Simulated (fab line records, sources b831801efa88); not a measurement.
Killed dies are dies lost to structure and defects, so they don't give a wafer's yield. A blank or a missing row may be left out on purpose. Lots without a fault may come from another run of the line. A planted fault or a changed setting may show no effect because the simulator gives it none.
Which tool did it? | flow sky130 | 12 lots, 36 wafers sampled, at 4 steps of a route of 708

WHAT THE GAUGES READ, wafer by wafer
SKY_LOCAL_INTERCONNECT_CD_MEAS_11: target cd 170 nm. Usual: cd_nm 169.8 nm, standard deviation 1.5.
lot  | measured     | on        | cd_nm (nm)        | flag
L725 | day 30 05:00 | cd_sem-01 | 167.5 167.7 168.6 |
L726 | day 30 12:44 | cd_sem-02 | 168.9 167.6 169.1 |
L728 | day 31 08:11 | cd_sem-02 | 169.6 170.8 169.7 |
L729 | day 31 17:10 | cd_sem-02 | 171.7 171.9 171.0 |
L731 | day 32 21:05 | cd_sem-01 | 173.8 172.0 172.6 |
L740 | day 34 22:45 | cd_sem-02 | 168.1 168.5 169.9 |
L741 | day 36 12:43 | cd_sem-02 | 168.6 169.4 168.5 |
L743 | day 36 14:25 | cd_sem-01 | 169.9 171.6 170.4 |
L742 | day 36 15:28 | cd_sem-01 | 170.3 171.3 171.3 |
L745 | day 36 18:01 | cd_sem-02 | 170.2 169.8 170.5 |
L746 | day 37 00:16 | cd_sem-01 | 169.4 169.9 170.1 |
L747 | day 37 04:28 | cd_sem-01 | 170.0 167.7 168.1 |

SKY_METAL1_OVL_MEAS_16. Usual: METAL1_OVL -1 nm, standard deviation 5.7.
lot  | measured     | on         | METAL1_OVL (nm) | flag
L725 | day 32 15:13 | overlay-01 | -5 -9 -1        |
L726 | day 32 21:32 | overlay-01 | -15 -7 -4       |
L728 | day 33 17:05 | overlay-01 | 2 0 6           |
L729 | day 34 01:37 | overlay-02 | -9 -3 -3        |
L731 | day 35 04:59 | overlay-02 | 8 2 10          |
L740 | day 37 06:23 | overlay-02 | -2 -8 -6        |
L741 | day 38 19:31 | overlay-01 | 10 2 9          |
L743 | day 38 20:51 | overlay-01 | -6 1 -5         |
L742 | day 38 22:25 | overlay-02 | -9 -1 -11       |
L745 | day 39 00:10 | overlay-02 | 10 12 12        |
L746 | day 39 06:17 | overlay-02 | 3 5 -4          |
L747 | day 39 09:59 | overlay-02 | 13 2 4          |

SKY_VIA1_CD_MEAS_12: target cd 150 nm. Usual: cd_nm 150.2 nm, standard deviation 1.6.
lot  | measured     | on        | cd_nm (nm)        | flag
L725 | day 33 19:25 | cd_sem-01 | 151.3 150.9 149.9 |
L726 | day 34 01:50 | cd_sem-02 | 150.7 149.6 147.8 |
L728 | day 34 20:39 | cd_sem-02 | 153.0 153.8 151.3 |
L729 | day 35 05:36 | cd_sem-01 | 147.3 147.6 149.4 |
L731 | day 36 08:11 | cd_sem-02 | 148.7 148.4 148.9 |
L740 | day 38 09:33 | cd_sem-01 | 151.6 149.7 149.6 |
L741 | day 39 20:37 | cd_sem-01 | 148.7 149.6 148.4 |
L743 | day 39 22:14 | cd_sem-02 | 147.3 147.1 149.3 |
L742 | day 40 01:01 | cd_sem-02 | 148.5 151.2 150.2 |
L745 | day 40 03:07 | cd_sem-02 | 150.7 150.2 149.0 |
L746 | day 40 07:45 | cd_sem-02 | 151.4 151.6 150.0 |
L747 | day 40 12:49 | cd_sem-02 | 151.2 151.2 149.9 |

WHICH TOOL RAN EACH LOT (tool, then ch and the chambers of the sampled wafers, then the start)
lot  | SKY_METAL1_ETCH_18
L725 | rie_metal-04 ch 1, day 32 15:19
L726 | rie_metal-03 ch 0, day 32 21:39
L728 | rie_metal-03 ch 0,1, day 33 17:10
L729 | rie_metal-03 ch 1, day 34 01:43
L731 | rie_metal-03 ch 0,1, day 35 05:02
L740 | rie_metal-04 ch 0,1, day 37 06:27
L741 | rie_metal-04 ch 0,1, day 38 19:35
L743 | rie_metal-01 ch 0,1, day 38 20:55
L742 | rie_metal-03 ch 0,1, day 38 22:29
L745 | rie_metal-03 ch 0,1, day 39 00:14
L746 | rie_metal-03 ch 0,1, day 39 06:22
L747 | rie_metal-01 ch 0,1, day 39 10:04
- SKY_METAL1_ETCH_18: etches BARC in N2/H2, stops on SiO2, time 45.9 s, target depth 60 nm.

WHAT THE TOOLS THEMSELVES READ (means of the sampled wafers that have a number; where no wafer has one, the mark that the record gives instead)
SKY_METAL1_ETCH_18. Usual: drypump_motor_current_A 5.84 A, standard deviation 0.28; oes_product_au 0.855 a.u., standard deviation 0.0047; rf_fwd_power_W 495.4 W, standard deviation 1.6; throttle_valve_pct 13.225 %, standard deviation 0.0098.
lot  | tool         | drypump_motor_current_A (A) | oes_product_au (a.u.) | rf_fwd_power_W (W) | throttle_valve_pct (%) | flag
L725 | rie_metal-04 | 5.95                        | 0.849                 | 496.9              | 13.226                 |
L726 | rie_metal-03 | 5.99                        | 0.856                 | 495.8              | 13.229                 |
L728 | rie_metal-03 | 5.91                        | 0.854                 | 494.8              | 13.230                 |
L729 | rie_metal-03 | 5.79                        | 0.855                 | 575.1              | 13.224                 | OFF
L731 | rie_metal-03 | 5.89                        | 0.853                 | 575.9              | 13.216                 | OFF
L740 | rie_metal-04 | 5.95                        | 0.854                 | 495.8              | 13.223                 |
L741 | rie_metal-04 | 5.95                        | 0.862                 | 496.7              | 13.224                 |
L743 | rie_metal-01 | 5.42                        | 0.855                 | 494.2              | 13.224                 |
L742 | rie_metal-03 | 5.87                        | 0.857                 | 495.5              | 13.232                 |
L745 | rie_metal-03 | 5.94                        | 0.853                 | 495.0              | 13.219                 |
L746 | rie_metal-03 | 5.95                        | 0.857                 | 496.1              | 13.228                 |
L747 | rie_metal-01 | 5.41                        | 0.855                 | 496.2              | 13.229                 |

THE ANSWER, worked out from the rows above alone
Rule: a lot is off if the mean of its wafers that have a number lies more than 3 standard deviations from the usual mean. A lot without any number at a reading at which 4 lots or more have one is off too. The other lots that the step has rows for count as sound. The gauges are gone through in route order, then the tools' own readings, and for those a lot's mean is taken as printed above. The first step at which some lot is off is used, and at that step the reading that is off furthest; a lot without a number counts as furthest.
Off: L729, L731, at SKY_METAL1_ETCH_18 (rf_fwd_power_W).
A tool fits if, at that step or a process step before it, it ran every lot that is off, and no sound lot after the first of them. None of those tried fits.

WHAT THE SIMULATOR HAD PUT IN
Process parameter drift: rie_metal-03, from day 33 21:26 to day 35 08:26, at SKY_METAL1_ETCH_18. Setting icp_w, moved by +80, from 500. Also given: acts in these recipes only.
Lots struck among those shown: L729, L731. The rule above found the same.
